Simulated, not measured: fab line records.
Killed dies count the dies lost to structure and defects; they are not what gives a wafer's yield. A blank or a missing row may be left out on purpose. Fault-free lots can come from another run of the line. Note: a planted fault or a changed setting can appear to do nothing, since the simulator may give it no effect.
Which tool was responsible? | flow gf180mcu | 6 lots with 18 wafers sampled at 4 steps, on a route of 602 steps

WHAT THE GAUGES SHOWED, per wafer
GF_M1_CD_MEAS_14: the cd target is 230 nm.
lot  | measured     | on        | cd nm (nm)
L570 | day 17 19:15 | cd sem-01 | 230.9 228.7 229.3
L579 | day 20 16:39 | cd sem-01 | 230.6 230.5 231.3
L583 | day 22 08:52 | cd sem-02 | 229.7 229.3 229.9
L586 | day 23 06:54 | cd sem-02 | 231.8 231.9 232.5
L588 | day 23 23:46 | cd sem-01 | 228.0 228.9 228.5
L592 | day 25 01:34 | cd sem-01 | 227.9 227.8 227.3

WHICH TOOL RAN EACH LOT (tool, then ch and the chambers of the sampled wafers, then the start)
lot  | GF_LVPWELL_STRIP_10                 | GF_MVPSD_IMPLANT_08             | GF_HV_LDD_STRIP_37
L570 | plasma asher-03 ch 0,1, day 4 05:20 | implanter-02 ch 0, day 5 08:08  | plasma asher-02 ch 0,1, day 12 03:04
L579 | plasma asher-01 ch 0,1, day 6 05:05 | implanter-02 ch 0, day 7 11:29  | plasma asher-02 ch 0,1, day 14 15:59
L583 | plasma asher-01 ch 0,1, day 7 02:47 | implanter-04 ch 0, day 8 10:56  | plasma asher-03 ch 0,1, day 16 02:56
L586 | plasma asher-04 ch 0,1, day 7 19:32 | implanter-03 ch 0, day 9 05:04  | plasma asher-02 ch 0,1, day 17 00:35
L588 | plasma asher-01 ch 0,1, day 8 08:02 | implanter-03 ch 0, day 9 18:07  | plasma asher-03 ch 0,1, day 17 18:56
L592 | plasma asher-03 ch 1, day 9 05:43   | implanter-04 ch 0, day 10 16:57 | plasma asher-02 ch 0,1, day 19 00:36
- GF_LVPWELL_STRIP_10: strips in O2/N2.
- GF_MVPSD_IMPLANT_08
- GF_HV_LDD_STRIP_37: strips in O2/N2.

THE ANSWER, worked out from the rows above alone
Rule: what is usual is taken from the lots themselves. Put in order of their means at a reading, lots are off if they are a third of the lots or fewer, leave a main group of 4 or more, and stand apart from it by a gap of 3 or more times the standard deviation of the main group's means; of several such gaps the widest counts. A main group whose means are all the same, to the digits that the tables above print for the reading, isn't used. A lot without any number at a reading at which 4 lots or more have one is off too. Any other lot the step has rows for is counted as sound.
Across all readings shown, no lot is off: no conclusion can be drawn from this.

WHAT WAS PUT IN BY THE SIMULATOR
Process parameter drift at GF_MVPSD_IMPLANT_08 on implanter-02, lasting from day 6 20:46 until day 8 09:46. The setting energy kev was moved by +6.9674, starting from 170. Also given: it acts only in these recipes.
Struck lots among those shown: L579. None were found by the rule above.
